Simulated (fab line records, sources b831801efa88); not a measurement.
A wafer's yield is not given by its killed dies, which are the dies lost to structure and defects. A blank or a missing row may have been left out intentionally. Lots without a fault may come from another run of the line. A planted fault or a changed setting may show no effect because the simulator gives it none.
Which tool is to blame? | flow sky130 | at 1 step of a route of 708, 7 lots with 21 wafers sampled

## WHAT THE GAUGES SHOWED, per wafer
SKY_VT_ADJUST_PCH_TW_MEAS_10.
lot  | measured     | on            | VT_ADJUST_PCH_TW
L626 | day 12 04:17 | film-metro-04 | 143.3 143.0 143.1
L629 | day 13 10:19 | film-metro-01 | 143.7 142.9 143.4
L630 | day 13 14:08 | film-metro-01 | 143.1 142.8 144.2
L633 | day 14 02:33 | film-metro-03 | 141.9 142.4 141.8
L634 | day 14 13:12 | film-metro-04 | 142.9 143.8 143.7
L643 | day 16 19:43 | film-metro-04 | 143.2 141.7 143.2
L644 | day 17 03:48 | film-metro-01 | 144.5 143.2 144.3

## EACH LOT AND THE TOOL THAT RAN IT (in order: tool; ch and the chambers of the sampled wafers; start)
The record shows no process step preceding these readings.

## THE ANSWER, worked out from the rows above alone
Rule: the lots themselves supply what counts as usual. The widest of any qualifying gaps counts: lots, ordered by their means at a reading, are off when they make up no more than a third of the lots, leave a main group of 4 or more, and stand apart from it by 3 or more times the standard deviation of that group's means. Not used: any main group whose means are identical at the precision the tables above print for the reading. A lot without any number at a reading at which 4 lots or more have one is off too. Where the step has rows for the other lots, those lots are counted as sound.
No lot is off at any reading shown: from this, nothing can be told.

## WHAT THE SIMULATOR HAD INSERTED
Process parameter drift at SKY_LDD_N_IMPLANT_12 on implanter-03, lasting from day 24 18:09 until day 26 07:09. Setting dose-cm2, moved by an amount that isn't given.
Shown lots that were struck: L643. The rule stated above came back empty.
